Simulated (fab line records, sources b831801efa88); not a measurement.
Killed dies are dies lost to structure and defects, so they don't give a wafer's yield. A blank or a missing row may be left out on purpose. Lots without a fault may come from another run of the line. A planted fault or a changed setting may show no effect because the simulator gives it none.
Split-lot experiment | flow gf180mcu | 5 lots, 23 wafers read, on a route of 602 steps

THE SPLIT
At GF_STI_CVD_03 (deposits Si3N4 from DCS/NH3, target thk 207.16 nm, time 3551 s), the setting time_s was moved away from the recipe's 3551 s on 10 of the 23 wafers read, by -13.2% to +9.2%. The other wafers ran this setting at the recipe's value.

FROM THE SPLIT TO THE READING: what the file shows between them, 1 step
- GF_STI_THK_MEAS_04

THE READING
oes_product_au, in a.u., at GF_STI_ETCH_13 (etches the open film in CHF3/O2, stops on Si, target depth 282.31 nm, time 112.9 s). Fault-free wafers of this fab line usually give 0.835 a.u., standard deviation 0.0068 a.u..

wafer  | tool, chamber at the split | time_s as run, s | against the recipe | oes_product_au, a.u. | against lot-mates on the recipe
L074.1 | -, -                       | 3551             | recipe             | 0.838                | -
L074.3 | -, -                       | 3551             | recipe             | 0.835                | -
L074.4 | -, -                       | 3551             | recipe             | 0.834                | -
L074.5 | -, -                       | 3551             | recipe             | 0.831                | -
L074.6 | -, -                       | 3551             | recipe             | 0.823                | -
L076.1 | -, -                       | 3082             | -13.2%             | 0.769                | no lot-mate on the recipe
L076.2 | -, -                       | 3082             | -13.2%             | 0.766                | no lot-mate on the recipe
L076.3 | -, -                       | 3082             | -13.2%             | 0.762                | no lot-mate on the recipe
L076.5 | -, -                       | 3082             | -13.2%             | 0.772                | no lot-mate on the recipe
L076.6 | -, -                       | 3082             | -13.2%             | 0.769                | no lot-mate on the recipe
L078.1 | -, -                       | 3877             | +9.2%              | 0.881                | no lot-mate on the recipe
L078.2 | -, -                       | 3877             | +9.2%              | 0.876                | no lot-mate on the recipe
L078.3 | -, -                       | 3877             | +9.2%              | 0.883                | no lot-mate on the recipe
L078.4 | -, -                       | 3877             | +9.2%              | 0.880                | no lot-mate on the recipe
L078.5 | -, -                       | 3877             | +9.2%              | 0.881                | no lot-mate on the recipe
L083.1 | -, -                       | 3551             | recipe             | 0.828                | -
L083.2 | -, -                       | 3551             | recipe             | 0.832                | -
L083.3 | -, -                       | 3551             | recipe             | 0.832                | -
L083.4 | -, -                       | 3551             | recipe             | 0.833                | -
L083.6 | -, -                       | 3551             | recipe             | 0.835                | -
L084.1 | lpcvd-02, 1                | 3551             | recipe             | 0.831                | -
L084.4 | lpcvd-02, 1                | 3551             | recipe             | 0.842                | -
L084.6 | lpcvd-02, 1                | 3551             | recipe             | 0.841                | -

THE FIT
A straight line over all 23 wafers: oes_product_au changes by +0.00502 a.u. for each +1% of time_s; r = +0.99; the points scatter about the line by 0.0043 a.u..
Too few moved wafers have a lot-mate on the recipe to fit a line with each lot's own level taken away.

THE WHOLE CHAIN: every reading that the file lists as answering this split, in the file's order
step               | what it does                                                                       | reading                                                                     | change (the file's fit)                   | r (the file's)
GF_STI_CVD_03      | deposits Si3N4 from DCS/NH3, target thk 207.16 nm, time 3551 s                     | Si3N4_of_STI_CVD_03.thk_nm (the simulator's own value, which no gauge read) | +2.24 nm for each +1% of the setting      | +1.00
GF_STI_THK_MEAS_04 |                                                                                    | STI_CVD_03_THK                                                              | +2.24 for each +1% of the setting         | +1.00
GF_STI_ETCH_13     | etches the open film in CHF3/O2, stops on Si, target depth 282.31 nm, time 112.9 s | oes_product_au                                                              | +0.00502 a.u. for each +1% of the setting | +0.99
GF_STI_ETCH_13     | etches the open film in CHF3/O2, stops on Si, target depth 282.31 nm, time 112.9 s | etch.depth_nm (the simulator's own value, which no gauge read)              | +2.23 nm for each +1% of the setting      | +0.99
GF_STI_WET_ETCH_17 | etches Si3N4 in H3PO4, target depth 45 nm, time 514 s                              | Si3N4_of_STI_CVD_03.thk_nm (the simulator's own value, which no gauge read) | +2.15 nm for each +1% of the setting      | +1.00

THE FILE'S OWN FIT
oes_product_au changes by +0.00502 a.u. for each +1% of time_s, r = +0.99.
